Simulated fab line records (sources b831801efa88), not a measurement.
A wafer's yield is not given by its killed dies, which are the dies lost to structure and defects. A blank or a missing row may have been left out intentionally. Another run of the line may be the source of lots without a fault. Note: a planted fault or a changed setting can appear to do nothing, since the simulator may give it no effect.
Struck lot and sound lot, side by side :: flow sky130 :: 21 out of 708 route steps
Sound: wafers L214.3, L214.4, L214.6. The struck wafers were L223.2, L223.5, L223.6. At the end, the cause is stated.
Order at every step that has rows: each side's tool, ch and its chambers, its first start. Under that, the readings that differ: sound wafers :: struck wafers :: difference of the means :: sigmas: that difference in standard deviations of wafers without a fault.
alike: words and numbers the same on both sides, and readings whose means are apart by under 2 such deviations; not compared: readings that were withheld, readings missing a value for some wafer, numbers with overlapping values and no deviation given by the record, and bounds like >300 which may hide the same value.
The two part at a step that has a row with sigmas, a row that says differs or no value, or rows on one side only. Numbers that don't overlap but have no deviation are shown without sigmas and don't part them. A reading missing from all wafers of one side parts the sides only when that side holds two or more wafers.

first, 1 step without rows for these wafers: SKY_RES_XHIGH_IMPLANT_07.
SKY_RES_XHIGH_STRIP_08: strips in O2/N2.
  sound on plasma asher-02 ch 0,1, day 30 21:25; struck on plasma asher-02 ch 0,1, day 32 19:25
  alike: chamber pressure mTorr, drypump motor current A, n2 flow sccm, oes product au, strip time to endpoint s
  not compared: rf hours counter h
SKY_RES_XHIGH_TW_MEAS_09:
  sound on film metro-03 at day 30 21:30; struck on film metro-02 at day 32 19:31
  alike: RES_XHIGH_TW
then, 7 steps without rows for these wafers: SKY_SD_N_DEHYDRATE_00 (time 60 s); SKY_SD_N_HMDS_01 (prime time 60 s); SKY_SD_N_COAT_02 (resist thk 1140 nm); SKY_SD_N_SOFTBAKE_03 (time 60 s); SKY_SD_N_EXPOSE_04 (exposes mask NSDM, target cd 380 nm); SKY_SD_N_PEB_05; SKY_SD_N_DEVELOP_06 (develop time 60 s).
SKY_SD_N_CD_MEAS_07: the cd target is 380 nm.
  sound on cd sem-02 at day 32 01:20; struck on cd sem-01 at day 33 22:38
reading: cd nm (nm)
sound: 376.2 375.5 374.0
struck: 379.1 381.7 383.2
difference: +6.1
sigmas: +3
SKY_SD_N_OVL_MEAS_08:
  sound on overlay-01 at day 32 01:26; struck on overlay-02 at day 33 22:44
  alike: SD_N_OVL
SKY_SD_N_IMPLANT_09:
  sound on implanter-02 ch 0, day 32 01:30; struck on implanter-01 ch 0, day 33 22:47
reading: beam on s (s)
sound: 19.3 19.3 18.4
struck: 30.0 29.2 30.5
difference: +10.9
sigmas: +19

reading: dose ions cm2
sound: 4.003e+15 3.998e+15 4.002e+15
struck: 6.12e+15 6.117e+15 6.119e+15
difference: +2.12e+15
sigmas: +99 or more
  alike: end station pressure torr
next, for these wafers, 1 step has no rows: SKY_SD_N_IMPLANT_10.
SKY_SD_N_STRIP_11: strips in O2/N2.
  sound on plasma asher-04 ch 0,1, day 32 01:47; struck on plasma asher-01 ch 0,1, day 33 23:04
reading: strip time to endpoint s (s)
sound: 22.53 22.54 22.58
struck: 23.51 23.53 23.54
difference: +0.98
sigmas: +22
  alike: chamber pressure mTorr, drypump motor current A, n2 flow sccm, oes product au
  not compared: rf hours counter h
SKY_SD_N_TW_MEAS_12:
  sound on film metro-02 at day 32 01:52; struck on film metro-02 at day 33 23:10
  alike: SD_N_TW
then, 1 step without rows for these wafers: SKY_SD_N_CLEAN_13 (cleans in SC1/SC2, time 150 s).
SKY_SD_N_RTA_14: time 2 s.
  sound on rtp anneal-01 ch 0, day 32 01:59; struck on rtp anneal-01 ch 0, day 33 23:17
  alike: chamber o2 ppm, lamp power pct, wafer_temp_C_max
SKY_SD_N_RS_MEAS_16: measurement is done with a four-point probe.
  sound on film metro-03 at day 32 02:11; struck on film metro-02 at day 33 23:28
reading: SD_N_RS (ohm/sq)
sound: 68.63 68.56 68.61
struck: 65.48 65.38 65.42
difference: -3.17
sigmas: -32
SKY_SD_N_RS_MEAS_17: measurement is done with a four-point probe.
  sound on film metro-03 at day 32 02:18; struck on film metro-02 at day 33 23:35
  alike: SD_P_RS
-- a jump in the record: the struck wafers' starts before and after are 16 days apart (it breaks off in module SD_N and resumes in module PAD_OPEN, where the first step shown is number 708 of the route) --
SKY_PAD_OPEN_PROBE_99:
  sound on prober-02 at day 48 17:59; struck on prober-01 at day 50 02:45
reading: model.etest.res ndiff.line ohm um
sound: 773.2 779.8 775
struck: 700.5 694.8 686.1
difference: -82.2
sigmas: 

reading: model.etest.nfet g5v0d10v5.r on ohm um
sound: 1869 1863 1874
struck: 1838 1853 1849
difference: -22
sigmas: 

reading: model.etest.sonos uncharged.r on ohm um
sound: 798.7 808.8 823.8
struck: 774.6 775 770
difference: -37.2
sigmas: 

reading: model.etest.licon ndiff.rc ohm
sound: 185.7 184.1 175
struck: 160.9 164.7 166.9
difference: -17.4
sigmas: 

reading: model.etest.res ndiff hv.rs ohm sq
sound: 116.3 116.1 116.7
struck: 101.5 102.6 102.4
difference: -14.2
sigmas: 

reading: model.etest.res ndiff.rs ohm sq
sound: 121.4 122.6 122.6
struck: 107.8 108.5 108.5
difference: -13.9
sigmas: 
  alike: killed_at_M0_to_M3, killed_at_M4_up, killed at contacts, killed at front end, killed at other, killed dies, killed open, killed short
  not compared: model.etest.nfet_01v8_lvt.vt sat v

== WHERE THEY PART ==
At SKY_SD_N_CD_MEAS_07 first; at SKY_SD_N_RS_MEAS_16 last (within this record only). Later steps at which nothing parts them and some readings are alike: SKY_SD_N_RS_MEAS_17, SKY_PAD_OPEN_PROBE_99.

WHY: what the simulator had put in
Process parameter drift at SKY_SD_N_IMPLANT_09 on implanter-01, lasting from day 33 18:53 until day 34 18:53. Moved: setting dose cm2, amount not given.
